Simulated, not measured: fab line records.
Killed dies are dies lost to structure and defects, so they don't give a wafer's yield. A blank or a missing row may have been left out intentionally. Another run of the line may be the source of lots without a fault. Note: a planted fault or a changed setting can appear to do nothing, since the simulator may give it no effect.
fab line records :: flow gf180mcu
[record]
  lots = 5
  wafers = 15
  last-day = 34
route steps=602 shown M5@539 V5@540
lots with no fault: from the same line, run without faults
start-h: the number of hours between the record's first day and the start of the first shown wafer of the lot :: wait-h: hours elapsed since this lot's preceding step :: " as in the row above :: L1.1+2: a row that stands for several wafers :: - no value, or no start given :: * or withheld: withheld :: < > ~ a bound
route shown NAME@n: a module of which the file shows steps, and the number in the route of the first :: usual: mean/standard deviation taken from wafers without a fault :: same: alike in all rows :: chamber/n: place in a boat :: sites: readings site by site :: _std_site: the values' standard deviation :: _edge_site: inner sites' mean taken away from outer sites' mean :: radius-mm: how far each site lies from the wafer's centre :: mask NAME#n: copy n :: behind: the tool/chamber that last shaped the wafer :: hold: cause of the lot's hold/its duration in hours/its outcome :: device: whichever transistor did not switch (one of n, p or np) :: end of line: the same wafers' tests at the end of the route :: for a step that has no rows: nothing shown but its recipe :: killed: not the wafer's yield, but the dies lost to structure and defects at the first sort :: map: shows each die of a wafer: x if killed, . if not, _ if none is there
set.NAME: the run value of the setting; set.NAME@STEP: its run value at that earlier step :: model.NAME: the simulator's own value behind a step, which no gauge read
a table for each step, a row for each wafer; lots at some steps of the route
services: the hour from which a tool's chamber was out of use, counted from the record's first day as start-h (under 0 if before that day), plus the number of hours and why
[[steps]]
[step GF_M5_CLEAN_13]
[recipe]
  chemistry = DIW
  dry = n2-spin
[step GF_V5_CVD_00]
[recipe]
  material = SiO2
  target-thk-nm = 300
  sigma-open-frac = 0.3
  temp-c = 400
  time-s = 50
  sih4-flow-sccm = 60
  pressure-mtorr = 6
[step GF_V5_THK_MEAS_01]
[recipe]
  reads = SiO2_of_V5_CVD_00
[usual]
  V5_CVD_00_THK = 300.6/2.8
lot.wafer: L804.3
tool: film-metro-04
chamber: -
start-h: 633.85
wait-h: 0.0
V5_CVD_00_THK[nm]: 302.9

lot.wafer: L804.5
tool: film-metro-04
chamber: -
start-h: 633.85
wait-h: 0.0
V5_CVD_00_THK[nm]: 300.7

lot.wafer: L804.6
tool: film-metro-04
chamber: -
start-h: 633.85
wait-h: 0.0
V5_CVD_00_THK[nm]: 303.4

lot.wafer: L809.2
tool: film-metro-03
chamber: -
start-h: 663.59
wait-h: 0.0
V5_CVD_00_THK[nm]: 300.9

lot.wafer: L809.3
tool: film-metro-03
chamber: -
start-h: 663.59
wait-h: 0.0
V5_CVD_00_THK[nm]: 297.3

lot.wafer: L809.4
tool: film-metro-03
chamber: -
start-h: 663.59
wait-h: 0.0
V5_CVD_00_THK[nm]: 299.8

lot.wafer: L810.3
tool: film-metro-02
chamber: -
start-h: 669.66
wait-h: 0.0
V5_CVD_00_THK[nm]: 298.5

lot.wafer: L810.4
tool: film-metro-02
chamber: -
start-h: 669.66
wait-h: 0.0
V5_CVD_00_THK[nm]: 300.5

lot.wafer: L810.6
tool: film-metro-02
chamber: -
start-h: 669.66
wait-h: 0.0
V5_CVD_00_THK[nm]: 300.3

lot.wafer: L820.4
tool: film-metro-02
chamber: -
start-h: 745.78
wait-h: 0.0
V5_CVD_00_THK[nm]: 303.2

lot.wafer: L820.5
tool: film-metro-02
chamber: -
start-h: 745.78
wait-h: 0.0
V5_CVD_00_THK[nm]: 304.6

lot.wafer: L820.6
tool: film-metro-02
chamber: -
start-h: 745.78
wait-h: 0.0
V5_CVD_00_THK[nm]: 303.6

lot.wafer: L823.2
tool: film-metro-04
chamber: -
start-h: 766.70
wait-h: 0.0
V5_CVD_00_THK[nm]: 302.2

lot.wafer: L823.4
tool: film-metro-04
chamber: -
start-h: 766.70
wait-h: 0.0
V5_CVD_00_THK[nm]: 302.2

lot.wafer: L823.6
tool: film-metro-04
chamber: -
start-h: 766.70
wait-h: 0.0
V5_CVD_00_THK[nm]: 300.9
[step GF_V5_CVD_02]
[recipe]
  material = SiO2
  target-thk-nm = 1450
  precursor = TEOS
  temp-c = 400
  time-s = 163.28
  rf-w = 600
[usual]
  heater-power-w = 614/74
lot.wafer: L804.3
tool: pecvd-02
chamber: 1
start-h: 633.89
wait-h: 0.0
heater-power-w: 721

lot.wafer: L804.5
tool: pecvd-02
chamber: 1
start-h: 633.89
wait-h: 0.0
heater-power-w: 582

lot.wafer: L804.6
tool: pecvd-02
chamber: 2
start-h: 633.89
wait-h: 0.0
heater-power-w: 453

lot.wafer: L809.2
tool: pecvd-01
chamber: 2
start-h: 663.64
wait-h: 0.0
heater-power-w: 637

lot.wafer: L809.3
tool: pecvd-01
chamber: 0
start-h: 663.64
wait-h: 0.0
heater-power-w: 615

lot.wafer: L809.4
tool: pecvd-01
chamber: 2
start-h: 663.64
wait-h: 0.0
heater-power-w: 698

lot.wafer: L810.3
tool: pecvd-04
chamber: 1
start-h: 669.70
wait-h: 0.0
heater-power-w: 564

lot.wafer: L810.4
tool: pecvd-04
chamber: 0
start-h: 669.70
wait-h: 0.0
heater-power-w: 594

lot.wafer: L810.6
tool: pecvd-04
chamber: 2
start-h: 669.70
wait-h: 0.0
heater-power-w: 601

lot.wafer: L820.4
tool: pecvd-02
chamber: 2
start-h: 745.87
wait-h: 0.1
heater-power-w: 469

lot.wafer: L820.5
tool: pecvd-02
chamber: 0
start-h: 745.87
wait-h: 0.1
heater-power-w: 594

lot.wafer: L820.6
tool: pecvd-02
chamber: 2
start-h: 745.87
wait-h: 0.1
heater-power-w: 536

lot.wafer: L823.2
tool: pecvd-04
chamber: 0
start-h: 766.75
wait-h: 0.0
heater-power-w: 696

lot.wafer: L823.4
tool: pecvd-04
chamber: 0
start-h: 766.75
wait-h: 0.0
heater-power-w: 595

lot.wafer: L823.6
tool: pecvd-04
chamber: 1
start-h: 766.75
wait-h: 0.0
heater-power-w: 647
[step GF_V5_THK_MEAS_03]
[recipe]
  reads = SiO2_of_V5_CVD_02
[usual]
  V5_CVD_02_THK = 1450/16
lot.wafer: L804.3
tool: film-metro-02
chamber: -
start-h: 634.02
wait-h: 0.1
V5_CVD_02_THK[nm]: 1457

lot.wafer: L804.5
tool: film-metro-02
chamber: -
start-h: 634.02
wait-h: 0.1
V5_CVD_02_THK[nm]: 1482

lot.wafer: L804.6
tool: film-metro-02
chamber: -
start-h: 634.02
wait-h: 0.1
V5_CVD_02_THK[nm]: 1484

lot.wafer: L809.2
tool: film-metro-04
chamber: -
start-h: 663.76
wait-h: 0.1
V5_CVD_02_THK[nm]: 1446

lot.wafer: L809.3
tool: film-metro-04
chamber: -
start-h: 663.76
wait-h: 0.1
V5_CVD_02_THK[nm]: 1441

lot.wafer: L809.4
tool: film-metro-04
chamber: -
start-h: 663.76
wait-h: 0.1
V5_CVD_02_THK[nm]: 1474

lot.wafer: L810.3
tool: film-metro-04
chamber: -
start-h: 669.83
wait-h: 0.1
V5_CVD_02_THK[nm]: 1457

lot.wafer: L810.4
tool: film-metro-04
chamber: -
start-h: 669.83
wait-h: 0.1
V5_CVD_02_THK[nm]: 1465

lot.wafer: L810.6
tool: film-metro-04
chamber: -
start-h: 669.83
wait-h: 0.1
V5_CVD_02_THK[nm]: 1453

lot.wafer: L820.4
tool: film-metro-04
chamber: -
start-h: 746.01
wait-h: 0.1
V5_CVD_02_THK[nm]: 1482

lot.wafer: L820.5
tool: film-metro-04
chamber: -
start-h: 746.01
wait-h: 0.1
V5_CVD_02_THK[nm]: 1470

lot.wafer: L820.6
tool: film-metro-04
chamber: -
start-h: 746.01
wait-h: 0.1
V5_CVD_02_THK[nm]: 1463

lot.wafer: L823.2
tool: film-metro-03
chamber: -
start-h: 766.87
wait-h: 0.1
V5_CVD_02_THK[nm]: 1417

lot.wafer: L823.4
tool: film-metro-03
chamber: -
start-h: 766.87
wait-h: 0.1
V5_CVD_02_THK[nm]: 1439

lot.wafer: L823.6
tool: film-metro-03
chamber: -
start-h: 766.87
wait-h: 0.1
V5_CVD_02_THK[nm]: 1448
[step GF_V5_CMP_04]
[recipe]
  material = SiO2
  down-force-psi = 4
  platen-rpm = 60
  pad-velocity-m-s = 0.94248
[usual]
  motor-current-A = 11.6/1.5
  platen-rpm = 60.00/0.041
lot.wafer: L804.3
tool: cmp-01
chamber: 0
start-h: 634.16
wait-h: 0.1
motor-current-A: 12.9
platen-rpm: 60.01

lot.wafer: L804.5
tool: cmp-01
chamber: 2
start-h: 634.16
wait-h: 0.1
motor-current-A: 10.0
platen-rpm: 59.96

lot.wafer: L804.6
tool: cmp-01
chamber: 3
start-h: 634.16
wait-h: 0.1
motor-current-A: 9.7
platen-rpm: 59.90

lot.wafer: L809.2
tool: cmp-02
chamber: 1
start-h: 663.81
wait-h: 0.0
motor-current-A: 11.5
platen-rpm: 60.00

lot.wafer: L809.3
tool: cmp-02
chamber: 3
start-h: 663.81
wait-h: 0.0
motor-current-A: 10.9
platen-rpm: 60.09

lot.wafer: L809.4
tool: cmp-02
chamber: 0
start-h: 663.81
wait-h: 0.0
motor-current-A: 13.5
platen-rpm: 59.95

lot.wafer: L810.4
tool: cmp-02
chamber: 3
start-h: 669.87
wait-h: 0.0
motor-current-A: 10.4
platen-rpm: 60.03

lot.wafer: L810.3
tool: cmp-02
chamber: 0
start-h: 669.87
wait-h: 0.0
motor-current-A: 12.9
platen-rpm: 59.98

lot.wafer: L810.6
tool: cmp-02
chamber: 0
start-h: 669.87
wait-h: 0.0
motor-current-A: 13.3
platen-rpm: 60.05

lot.wafer: L820.4
tool: cmp-01
chamber: 0
start-h: 746.38
wait-h: 0.4
motor-current-A: 12.6
platen-rpm: 59.98

lot.wafer: L820.5
tool: cmp-01
chamber: 0
start-h: 746.38
wait-h: 0.4
motor-current-A: 13.0
platen-rpm: 60.03

lot.wafer: L820.6
tool: cmp-01
chamber: 1
start-h: 746.38
wait-h: 0.4
motor-current-A: 13.2
platen-rpm: 60.04

lot.wafer: L823.4
tool: cmp-01
chamber: 0
start-h: 766.92
wait-h: 0.0
motor-current-A: 12.4
platen-rpm: 59.98

lot.wafer: L823.2
tool: cmp-01
chamber: 2
start-h: 766.92
wait-h: 0.0
motor-current-A: 10.1
platen-rpm: 60.02

lot.wafer: L823.6
tool: cmp-01
chamber: 1
start-h: 766.92
wait-h: 0.0
motor-current-A: 13.3
platen-rpm: 60.03
[step GF_V5_BOW_MEAS_05]
[recipe]
  mode = bow
[usual]
  V5_BOW = 137/9.9
lot.wafer: L804.3
tool: film-metro-02
chamber: -
start-h: 634.40
wait-h: 0.2
V5_BOW[um]: 144

lot.wafer: L804.5
tool: film-metro-02
chamber: -
start-h: 634.40
wait-h: 0.2
V5_BOW[um]: 141

lot.wafer: L804.6
tool: film-metro-02
chamber: -
start-h: 634.40
wait-h: 0.2
V5_BOW[um]: 141

lot.wafer: L809.2
tool: film-metro-02
chamber: -
start-h: 664.13
wait-h: 0.3
V5_BOW[um]: 148

lot.wafer: L809.3
tool: film-metro-02
chamber: -
start-h: 664.13
wait-h: 0.3
V5_BOW[um]: 142

lot.wafer: L809.4
tool: film-metro-02
chamber: -
start-h: 664.13
wait-h: 0.3
V5_BOW[um]: 139

lot.wafer: L810.3
tool: film-metro-04
chamber: -
start-h: 670.21
wait-h: 0.2
V5_BOW[um]: 130

lot.wafer: L810.4
tool: film-metro-04
chamber: -
start-h: 670.21
wait-h: 0.2
V5_BOW[um]: 138

lot.wafer: L810.6
tool: film-metro-04
chamber: -
start-h: 670.21
wait-h: 0.2
V5_BOW[um]: 142

lot.wafer: L820.4
tool: film-metro-04
chamber: -
start-h: 746.74
wait-h: 0.3
V5_BOW[um]: 139

lot.wafer: L820.5
tool: film-metro-04
chamber: -
start-h: 746.74
wait-h: 0.3
V5_BOW[um]: 130

lot.wafer: L820.6
tool: film-metro-04
chamber: -
start-h: 746.74
wait-h: 0.3
V5_BOW[um]: 134

lot.wafer: L823.2
tool: film-metro-03
chamber: -
start-h: 767.24
wait-h: 0.2
V5_BOW[um]: 156

lot.wafer: L823.4
tool: film-metro-03
chamber: -
start-h: 767.24
wait-h: 0.2
V5_BOW[um]: 156

lot.wafer: L823.6
tool: film-metro-03
chamber: -
start-h: 767.24
wait-h: 0.2
V5_BOW[um]: 152
[step GF_V5_DEHYDRATE_06]
[recipe]
  temp-c = 200
  time-s = 60
[step GF_V5_HMDS_07]
[recipe]
  prime-time-s = 60
  prime-temp-c = 120
[step GF_V5_COAT_08]
[recipe]
  resist = BARC
  temp-c = withheld
  time-s = withheld
  spin-rpm = withheld
  resist-thk-nm = withheld
[step GF_V5_COAT_09]
[recipe]
  resist = KrF
  spin-rpm = withheld
  resist-thk-nm = 1000
[step GF_V5_SOFTBAKE_10]
[recipe]
  temp-c = 130
  time-s = 60
  resist = KrF
[step GF_V5_EXPOSE_11]
[recipe]
  mask-id = Via5
  target-cd-nm = 260
  na = 0.68
  source-shape = conventional
  sigma-outer = 0.6
  dose-mj = 38
lot.wafer: L804.3+5+6
tool: krf-scanner-02
chamber: 0
start-h: 644.79
wait-h: -
mask: Via5#0

lot.wafer: L809.2+3+4
tool: krf-scanner-02
chamber: 0
start-h: 673.92
wait-h: -
mask: Via5#0

lot.wafer: L810.3+4+6
tool: krf-scanner-01
chamber: 0
start-h: 679.89
wait-h: -
mask: Via5#0

lot.wafer: L820.4+5+6
tool: krf-scanner-01
chamber: 0
start-h: 754.91
wait-h: -
mask: Via5#0

lot.wafer: L823.2+4+6
tool: krf-scanner-01
chamber: 0
start-h: 774.88
wait-h: -
mask: Via5#0
[step GF_V5_PEB_12]
[recipe]
  peb-temp-c = 135
  peb-time-s = 90
  resist = KrF
[step GF_V5_DEVELOP_13]
[recipe]
  develop-time-s = 60
  resist = KrF
  dev-temp-c = 21
[step GF_V5_CD_MEAS_14]
[recipe]
  target-cd-nm = 260
[usual]
  cd-nm = 259.5/1.4
lot.wafer: L804.3
tool: cd-sem-01
chamber: -
start-h: 654.52
wait-h: 0.1
cd-nm: 257.2

lot.wafer: L804.5
tool: cd-sem-01
chamber: -
start-h: 654.52
wait-h: 0.1
cd-nm: 256.8

lot.wafer: L804.6
tool: cd-sem-01
chamber: -
start-h: 654.52
wait-h: 0.1
cd-nm: 256.3

lot.wafer: L809.2
tool: cd-sem-01
chamber: -
start-h: 682.70
wait-h: 0.1
cd-nm: 260.3

lot.wafer: L809.3
tool: cd-sem-01
chamber: -
start-h: 682.70
wait-h: 0.1
cd-nm: 262.7

lot.wafer: L809.4
tool: cd-sem-01
chamber: -
start-h: 682.70
wait-h: 0.1
cd-nm: 261.1

lot.wafer: L810.3
tool: cd-sem-01
chamber: -
start-h: 689.32
wait-h: 0.1
cd-nm: 260.2

lot.wafer: L810.4
tool: cd-sem-01
chamber: -
start-h: 689.32
wait-h: 0.1
cd-nm: 262.6

lot.wafer: L810.6
tool: cd-sem-01
chamber: -
start-h: 689.32
wait-h: 0.1
cd-nm: 260.0

lot.wafer: L820.4
tool: cd-sem-01
chamber: -
start-h: 762.97
wait-h: 0.1
cd-nm: 258.1

lot.wafer: L820.5
tool: cd-sem-01
chamber: -
start-h: 762.97
wait-h: 0.1
cd-nm: 258.5

lot.wafer: L820.6
tool: cd-sem-01
chamber: -
start-h: 762.97
wait-h: 0.1
cd-nm: 259.5

lot.wafer: L823.2
tool: cd-sem-02
chamber: -
start-h: 782.33
wait-h: 0.1
cd-nm: 260.0

lot.wafer: L823.4
tool: cd-sem-02
chamber: -
start-h: 782.33
wait-h: 0.1
cd-nm: 261.7

lot.wafer: L823.6
tool: cd-sem-02
chamber: -
start-h: 782.33
wait-h: 0.1
cd-nm: 260.8
[step GF_V5_OVL_MEAS_15]
[usual]
  V5_OVL = 0/5.2
lot.wafer: L804.3
tool: overlay-01
chamber: -
start-h: 654.61
wait-h: 0.1
V5_OVL[nm]: -4

lot.wafer: L804.5
tool: overlay-01
chamber: -
start-h: 654.61
wait-h: 0.1
V5_OVL[nm]: -2

lot.wafer: L804.6
tool: overlay-01
chamber: -
start-h: 654.61
wait-h: 0.1
V5_OVL[nm]: 4

lot.wafer: L809.2
tool: overlay-02
chamber: -
start-h: 682.80
wait-h: 0.1
V5_OVL[nm]: -1

lot.wafer: L809.3
tool: overlay-02
chamber: -
start-h: 682.80
wait-h: 0.1
V5_OVL[nm]: 3

lot.wafer: L809.4
tool: overlay-02
chamber: -
start-h: 682.80
wait-h: 0.1
V5_OVL[nm]: 6

lot.wafer: L810.3
tool: overlay-02
chamber: -
start-h: 689.41
wait-h: 0.1
V5_OVL[nm]: -3

lot.wafer: L810.4
tool: overlay-02
chamber: -
start-h: 689.41
wait-h: 0.1
V5_OVL[nm]: -6

lot.wafer: L810.6
tool: overlay-02
chamber: -
start-h: 689.41
wait-h: 0.1
V5_OVL[nm]: 3

lot.wafer: L820.4
tool: overlay-01
chamber: -
start-h: 763.05
wait-h: 0.1
V5_OVL[nm]: -4

lot.wafer: L820.5
tool: overlay-01
chamber: -
start-h: 763.05
wait-h: 0.1
V5_OVL[nm]: 5

lot.wafer: L820.6
tool: overlay-01
chamber: -
start-h: 763.05
wait-h: 0.1
V5_OVL[nm]: -2

lot.wafer: L823.2
tool: overlay-02
chamber: -
start-h: 782.44
wait-h: 0.1
V5_OVL[nm]: -3

lot.wafer: L823.4
tool: overlay-02
chamber: -
start-h: 782.44
wait-h: 0.1
V5_OVL[nm]: 2

lot.wafer: L823.6
tool: overlay-02
chamber: -
start-h: 782.44
wait-h: 0.1
V5_OVL[nm]: -3
[step GF_V5_ETCH_16]
[recipe]
  chemistry = N2/H2
  target-depth-a = withheld
  overetch-a = withheld
  time-s = withheld
  target = BARC
  ion-energy-ev = 200
  source-w = 500
  bias-w = 100
  pressure-mtorr = 30
  n2-flow-sccm = 100
  h2-flow-sccm = 200
[usual]
  drypump-motor-current-A = 5.7/0.36
  oes-product-au = 0.855/0.0044
  throttle-valve-pct = 13.226/0.0091
lot.wafer: L804.3
tool: rie-diel-04
chamber: 1
start-h: 654.63
wait-h: 0.0
drypump-motor-current-A: 5.7
oes-product-au: 0.860
throttle-valve-pct: 13.234
model.V5.cd-nm: 257.2

lot.wafer: L804.5
tool: rie-diel-04
chamber: 0
start-h: 654.63
wait-h: 0.0
drypump-motor-current-A: 5.4
oes-product-au: 0.852
throttle-valve-pct: 13.242
model.V5.cd-nm: 256.7

lot.wafer: L804.6
tool: rie-diel-04
chamber: 3
start-h: 654.63
wait-h: 0.0
drypump-motor-current-A: 5.8
oes-product-au: 0.859
throttle-valve-pct: 13.226
model.V5.cd-nm: 257

lot.wafer: L809.2
tool: rie-diel-04
chamber: 2
start-h: 682.83
wait-h: 0.0
drypump-motor-current-A: 6.2
oes-product-au: 0.861
throttle-valve-pct: 13.232
model.V5.cd-nm: 260

lot.wafer: L809.3
tool: rie-diel-04
chamber: 0
start-h: 682.83
wait-h: 0.0
drypump-motor-current-A: 5.4
oes-product-au: 0.854
throttle-valve-pct: 13.221
model.V5.cd-nm: 263.3

lot.wafer: L809.4
tool: rie-diel-04
chamber: 3
start-h: 682.83
wait-h: 0.0
drypump-motor-current-A: 5.8
oes-product-au: 0.859
throttle-valve-pct: 13.234
model.V5.cd-nm: 261.3

lot.wafer: L810.3
tool: rie-diel-04
chamber: 1
start-h: 689.43
wait-h: 0.0
drypump-motor-current-A: 5.7
oes-product-au: 0.854
throttle-valve-pct: 13.219
model.V5.cd-nm: 260.5

lot.wafer: L810.4
tool: rie-diel-04
chamber: 2
start-h: 689.43
wait-h: 0.0
drypump-motor-current-A: 6.2
oes-product-au: 0.858
throttle-valve-pct: 13.216
model.V5.cd-nm: 261.9

lot.wafer: L810.6
tool: rie-diel-04
chamber: 3
start-h: 689.43
wait-h: 0.0
drypump-motor-current-A: 5.8
oes-product-au: 0.864
throttle-valve-pct: 13.228
model.V5.cd-nm: 260

lot.wafer: L820.4
tool: rie-diel-01
chamber: 3
start-h: 763.09
wait-h: 0.0
drypump-motor-current-A: 5.2
oes-product-au: 0.851
throttle-valve-pct: 13.227
model.V5.cd-nm: 257.3

lot.wafer: L820.5
tool: rie-diel-01
chamber: 0
start-h: 763.09
wait-h: 0.0
drypump-motor-current-A: 5.9
oes-product-au: 0.865
throttle-valve-pct: 13.234
model.V5.cd-nm: 258.5

lot.wafer: L820.6
tool: rie-diel-01
chamber: 2
start-h: 763.09
wait-h: 0.0
drypump-motor-current-A: 5.4
oes-product-au: 0.858
throttle-valve-pct: 13.232
model.V5.cd-nm: 259.9

lot.wafer: L823.2
tool: rie-diel-01
chamber: 1
start-h: 782.47
wait-h: 0.0
drypump-motor-current-A: 6.3
oes-product-au: 0.860
throttle-valve-pct: 13.235
model.V5.cd-nm: 260.2

lot.wafer: L823.4
tool: rie-diel-01
chamber: 3
start-h: 782.47
wait-h: 0.0
drypump-motor-current-A: 5.2
oes-product-au: 0.848
throttle-valve-pct: 13.226
model.V5.cd-nm: 261.1

lot.wafer: L823.6
tool: rie-diel-01
chamber: 1
start-h: 782.47
wait-h: 0.0
drypump-motor-current-A: 6.3
oes-product-au: 0.848
throttle-valve-pct: 13.217
model.V5.cd-nm: 261.1
[step GF_V5_ETCH_17]
[recipe]
  chemistry = C4F8/O2/Ar
  mask-material = KrF
  target = SiO2
  stop-on = TiN
  source-w = 1500
  bias-w = 1200
  pressure-mtorr = 40
  c4f8-flow-sccm = withheld
  O2_flow_sccm = 6
  Ar_flow_sccm = 300
  time-s = withheld
  target-depth-a = 8550
[usual]
  oes-product-au = 0.859/0.0046
lot.wafer: L804.3
tool: rie-diel-04
chamber: 1
start-h: -
wait-h: -
oes-product-au: 0.859

lot.wafer: L804.5
tool: rie-diel-04
chamber: 0
start-h: -
wait-h: -
oes-product-au: 0.858

lot.wafer: L804.6
tool: rie-diel-04
chamber: 3
start-h: -
wait-h: -
oes-product-au: 0.865

lot.wafer: L809.2
tool: rie-diel-04
chamber: 2
start-h: -
wait-h: -
oes-product-au: 0.867

lot.wafer: L809.3
tool: rie-diel-04
chamber: 0
start-h: -
wait-h: -
oes-product-au: 0.864

lot.wafer: L809.4
tool: rie-diel-04
chamber: 3
start-h: -
wait-h: -
oes-product-au: 0.861

lot.wafer: L810.3
tool: rie-diel-04
chamber: 1
start-h: -
wait-h: -
oes-product-au: 0.853

lot.wafer: L810.4
tool: rie-diel-04
chamber: 2
start-h: -
wait-h: -
oes-product-au: 0.853

lot.wafer: L810.6
tool: rie-diel-04
chamber: 3
start-h: -
wait-h: -
oes-product-au: 0.866

lot.wafer: L820.4
tool: rie-diel-01
chamber: 3
start-h: -
wait-h: -
oes-product-au: 0.859

lot.wafer: L820.5
tool: rie-diel-01
chamber: 0
start-h: -
wait-h: -
oes-product-au: 0.857

lot.wafer: L820.6
tool: rie-diel-01
chamber: 2
start-h: -
wait-h: -
oes-product-au: 0.863

lot.wafer: L823.2
tool: rie-diel-01
chamber: 1
start-h: -
wait-h: -
oes-product-au: 0.856

lot.wafer: L823.4
tool: rie-diel-01
chamber: 3
start-h: -
wait-h: -
oes-product-au: 0.863

lot.wafer: L823.6
tool: rie-diel-01
chamber: 1
start-h: -
wait-h: -
oes-product-au: 0.859
[[services]]
tool: cmp-02
chamber: -
start-h: 613.68
hours: 0.3
kind: repair

tool: krf-scanner-01
chamber: -
start-h: 615.55
hours: 1.1
kind: repair

tool: krf-scanner-01
chamber: -
start-h: 616.72
hours: 0.8
kind: pm

tool: cmp-01
chamber: -
start-h: 625.76
hours: 1.2
kind: repair

tool: cmp-01
chamber: -
start-h: 630.19
hours: 0.3
kind: repair

tool: cmp-02
chamber: -
start-h: 631.13
hours: 3.8
kind: repair

tool: krf-scanner-02
chamber: -
start-h: 632.29
hours: 2.2
kind: repair

tool: pecvd-04
chamber: 0
start-h: 638.60
hours: 20.0
kind: repair

tool: pecvd-02
chamber: -
start-h: 642.44
hours: 1.0
kind: repair

tool: pecvd-04
chamber: 1
start-h: 647.25
hours: 4.9
kind: repair

tool: krf-scanner-02
chamber: -
start-h: 656.45
hours: 0.8
kind: pm

tool: pecvd-04
chamber: -
start-h: 666.26
hours: 2.8
kind: pm

tool: cmp-01
chamber: -
start-h: 668.26
hours: 2.4
kind: repair

tool: pecvd-02
chamber: 1
start-h: 668.81
hours: 106.4
kind: repair

tool: krf-scanner-02
chamber: -
start-h: 672.45
hours: 0.8
kind: repair

tool: rie-diel-04
chamber: 1
start-h: 708.69
hours: 7.1
kind: repair

tool: rie-diel-04
chamber: -
start-h: 717.28
hours: 0.1
kind: repair

tool: rie-diel-01
chamber: 2
start-h: 729.20
hours: 2.1
kind: repair

tool: rie-diel-01
chamber: -
start-h: 731.14
hours: 0.5
kind: repair

tool: krf-scanner-01
chamber: -
start-h: 734.04
hours: 1.0
kind: pm

tool: krf-scanner-01
chamber: -
start-h: 758.73
hours: 1.3
kind: pm

tool: rie-diel-04
chamber: 1
start-h: 759.58
hours: 5.1
kind: repair

tool: rie-diel-01
chamber: 1
start-h: 760.21
hours: 8.9
kind: repair

tool: rie-diel-04
chamber: 3
start-h: 761.05
hours: 2.7
kind: repair
[[key]]
first-sign none at tools or gauges
[model-effect]
  step = GF_V5_ETCH_16
  value = V5.cd-nm
  without = 261.1
  struck = 263.3
met-at GF_V5_EXPOSE_11
struck-wafers L809.3
onset-between 644.79 673.92
[fault]
  kind = process-parameter-drift
  tool = krf-scanner-02
  chamber = -
  onset-h = 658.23
  steps = GF_V5_EXPOSE_11
  channel = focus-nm
  offset = 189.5
  shape = step
  end-h = 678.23
  scope = struck-wafers-only
